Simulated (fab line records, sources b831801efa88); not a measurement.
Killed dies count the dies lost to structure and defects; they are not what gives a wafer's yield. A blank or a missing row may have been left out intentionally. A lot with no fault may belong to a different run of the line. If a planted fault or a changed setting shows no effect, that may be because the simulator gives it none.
The tool behind it: which one? || flow sky130 || 33 wafers from 11 lots sampled at 3 of the route's 708 steps

## WHAT THE GAUGES READ, wafer by wafer
SKY_METAL2_RS_MEAS_05: the measuring method here is four-point-probe.
{"lot": "L996", "measured": "day 33 15:47", "on": "film-metro-03", "METAL2_ALCU_RS (ohm/sq)": "0.1285 0.1271 0.1279"}
{"lot": "L997", "measured": "day 34 08:51", "on": "film-metro-02", "METAL2_ALCU_RS (ohm/sq)": "0.1290 0.1279 0.1271"}
{"lot": "L998", "measured": "day 34 19:26", "on": "film-metro-03", "METAL2_ALCU_RS (ohm/sq)": "0.1283 0.1283 0.1300"}
{"lot": "L999", "measured": "day 35 03:20", "on": "film-metro-03", "METAL2_ALCU_RS (ohm/sq)": "0.1274 0.1273 0.1286"}
{"lot": "L102", "measured": "day 36 03:50", "on": "film-metro-04", "METAL2_ALCU_RS (ohm/sq)": "0.1302 0.1291 0.1290"}
{"lot": "L111", "measured": "day 39 03:36", "on": "film-metro-03", "METAL2_ALCU_RS (ohm/sq)": "8.6339 8.6931 8.6929"}
{"lot": "L112", "measured": "day 39 10:08", "on": "film-metro-03", "METAL2_ALCU_RS (ohm/sq)": "8.6945 8.6250 8.6041"}
{"lot": "L114", "measured": "day 39 20:07", "on": "film-metro-03", "METAL2_ALCU_RS (ohm/sq)": "0.1293 0.1275 0.1281"}
{"lot": "L115", "measured": "day 40 00:11", "on": "film-metro-03", "METAL2_ALCU_RS (ohm/sq)": "0.1292 0.1299 0.1302"}
{"lot": "L117", "measured": "day 40 10:17", "on": "film-metro-03", "METAL2_ALCU_RS (ohm/sq)": "0.1276 0.1295 0.1280"}
{"lot": "L118", "measured": "day 40 18:37", "on": "film-metro-03", "METAL2_ALCU_RS (ohm/sq)": "0.1293 0.1293 0.1288"}

## WHICH TOOL RAN EACH LOT (tool, then ch and the chambers of the sampled wafers, then the start)
{"lot": "L996", "SKY_VIA1_CMP_02": "cmp-01 ch 1,3, day 32 11:29", "SKY_METAL2_SPUTTER_02": "pvd-sputter-02, day 33 15:41"}
{"lot": "L997", "SKY_VIA1_CMP_02": "cmp-02 ch 1,2,3, day 33 04:34", "SKY_METAL2_SPUTTER_02": "pvd-sputter-02, day 34 08:44"}
{"lot": "L998", "SKY_VIA1_CMP_02": "cmp-02 ch 0,2, day 33 14:58", "SKY_METAL2_SPUTTER_02": "pvd-sputter-01, day 34 19:20"}
{"lot": "L999", "SKY_VIA1_CMP_02": "cmp-02 ch 0,1, day 33 22:08", "SKY_METAL2_SPUTTER_02": "pvd-sputter-02, day 35 03:14"}
{"lot": "L102", "SKY_VIA1_CMP_02": "cmp-02 ch 0,1,3, day 34 23:11", "SKY_METAL2_SPUTTER_02": "pvd-sputter-02, day 36 03:43"}
{"lot": "L111", "SKY_VIA1_CMP_02": "cmp-01 ch 0,2, day 38 00:00", "SKY_METAL2_SPUTTER_02": "pvd-sputter-02, day 39 03:29"}
{"lot": "L112", "SKY_VIA1_CMP_02": "cmp-02 ch 0,2,3, day 38 07:38", "SKY_METAL2_SPUTTER_02": "pvd-sputter-02, day 39 10:02"}
{"lot": "L114", "SKY_VIA1_CMP_02": "cmp-02 ch 0,2,3, day 38 17:36", "SKY_METAL2_SPUTTER_02": "pvd-sputter-01, day 39 19:59"}
{"lot": "L115", "SKY_VIA1_CMP_02": "cmp-01 ch 0,2,3, day 38 21:37", "SKY_METAL2_SPUTTER_02": "pvd-sputter-03, day 40 00:05"}
{"lot": "L117", "SKY_VIA1_CMP_02": "cmp-02 ch 0,1,2, day 39 07:26", "SKY_METAL2_SPUTTER_02": "pvd-sputter-02, day 40 10:09"}
{"lot": "L118", "SKY_VIA1_CMP_02": "cmp-02 ch 0,1,2, day 39 15:59", "SKY_METAL2_SPUTTER_02": "pvd-sputter-02, day 40 18:29"}
- SKY_VIA1_CMP_02: polishes SiO2.
- SKY_METAL2_SPUTTER_02: material AlCu, target thk 250 nm, time 13.3 s.

## THE ANSWER, worked out from the rows above alone
Rule: what is usual is taken from the lots themselves. The widest of any qualifying gaps counts: lots, ordered by their means at a reading, are off when they make up no more than a third of the lots, leave a main group of 4 or more, and stand apart from it by 3 or more times the standard deviation of that group's means. The tables above print the reading to a certain number of digits; a main group whose means all agree to those digits is not used. A lot without any number at a reading at which 4 lots or more have one is off too. The other lots that the step has rows for count as sound.
Off: L111, L112, seen at SKY_METAL2_RS_MEAS_05 (METAL2_ALCU_RS). The main group: mean 0.1286 ohm/sq, standard deviation 0.00068.
If a tool, at a process step before that reading, ran all the lots that are off and no sound lot after the first of them, it fits. The gauges at SKY_METAL2_RS_MEAS_05 are tried like those tools. None of those tried fits.

## WHAT WAS PUT IN BY THE SIMULATOR
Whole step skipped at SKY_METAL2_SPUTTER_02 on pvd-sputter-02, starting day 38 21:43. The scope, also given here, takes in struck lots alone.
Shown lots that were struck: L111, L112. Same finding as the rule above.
